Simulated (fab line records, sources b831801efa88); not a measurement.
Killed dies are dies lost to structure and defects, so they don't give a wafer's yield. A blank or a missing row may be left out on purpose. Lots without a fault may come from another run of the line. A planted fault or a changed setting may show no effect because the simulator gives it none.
Chamber matching | flow sky130 | SKY_VIA4_CMP_21 on cmp-01: 4 sister chambers
The step polishes, stops on SiO2, t overpolish 25 s, target thk 0 nm. 14 wafers are shown with their chamber, then 7 later ones without.

WAFERS WITH THEIR CHAMBER
wafer  | chamber | motor_current_A (A) | slurry_flow_ml_min | time_to_endpoint_s (s)
L726.1 | 1       | 11.6                | 150.0              | 116
L726.2 | 3       | 11.4                | 149.6              | 120
L726.5 | 2       | 10.5                | 150.5              | 121
L730.3 | 1       | 11.4                | 151.2              | 123
L730.4 | 0       | 11.2                | 150.1              | 119
L730.6 | 1       | 11.6                | 150.7              | 119
L732.1 | 3       | 10.9                | 150.0              | 119
L732.4 | 0       | 11.2                | 150.1              | 119
L732.6 | 0       | 11.0                | 150.0              | 115
L739.2 | 3       | 10.9                | 150.2              | 122
L743.4 | 0       | 11.6                | 150.6              | 123
L743.5 | 1       | 11.1                | 149.2              | 120
L744.2 | 1       | 11.6                | 149.9              | 121
L744.4 | 3       | 10.6                | 150.2              | 117

SIGNATURES (means of the wafers above)
reading            | chamber 0 | chamber 1 | chamber 2 | chamber 3 | scatter within a chamber
motor_current_A    | 11.250    | 11.460    | 10.500    | 10.950    | 0.267
slurry_flow_ml_min | 150.200   | 150.200   | 150.500   | 150.000   | 0.533
time_to_endpoint_s | 119.00    | 119.80    | 121.00    | 119.50    | 2.68
Rule: a wafer's distance from a chamber is the root of the sum, over the readings, of the square of ((its reading less the chamber's mean) divided by the reading's scatter). The wafer belongs to the nearest chamber; if the next one is less than 2 further off, it can't be placed. The scatter: the root of (the sum of the squares of (reading less its chamber's mean) over the shown wafers, divided by (wafers less chambers)).

WAFERS WITHOUT THEIR CHAMBER
wafer  | motor_current_A (A) | slurry_flow_ml_min | time_to_endpoint_s (s)
L744.6 | 11.1                | 149.6              | 116
L746.1 | 11.2                | 150.1              | 125
L746.4 | 11.2                | 149.3              | 125
L746.5 | 11.5                | 150.0              | 121
L747.3 | 10.8                | 150.7              | 116
L747.4 | 10.9                | 149.9              | 122
L747.6 | 10.6                | 150.2              | 120

WHICH CHAMBER EACH WENT THROUGH
wafer  | from the rows above               | in truth
L744.6 | can't be placed: 3 or 0 or 1 or 2 | 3
L746.1 | can't be placed: 1 or 0 or 3 or 2 | 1
L746.4 | can't be placed: 3 or 1 or 0 or 2 | 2
L746.5 | can't be placed: 1 or 0 or 3      | 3
L747.3 | can't be placed: 3 or 2 or 0 or 1 | 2
L747.4 | can't be placed: 3 or 0 or 2 or 1 | 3
L747.6 | can't be placed: 2 or 3 or 0      | 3
Placed correctly: 0 of 7. Can't be placed from these rows: 7 (the true chamber is among the candidates in 7). Placed wrongly: 0.
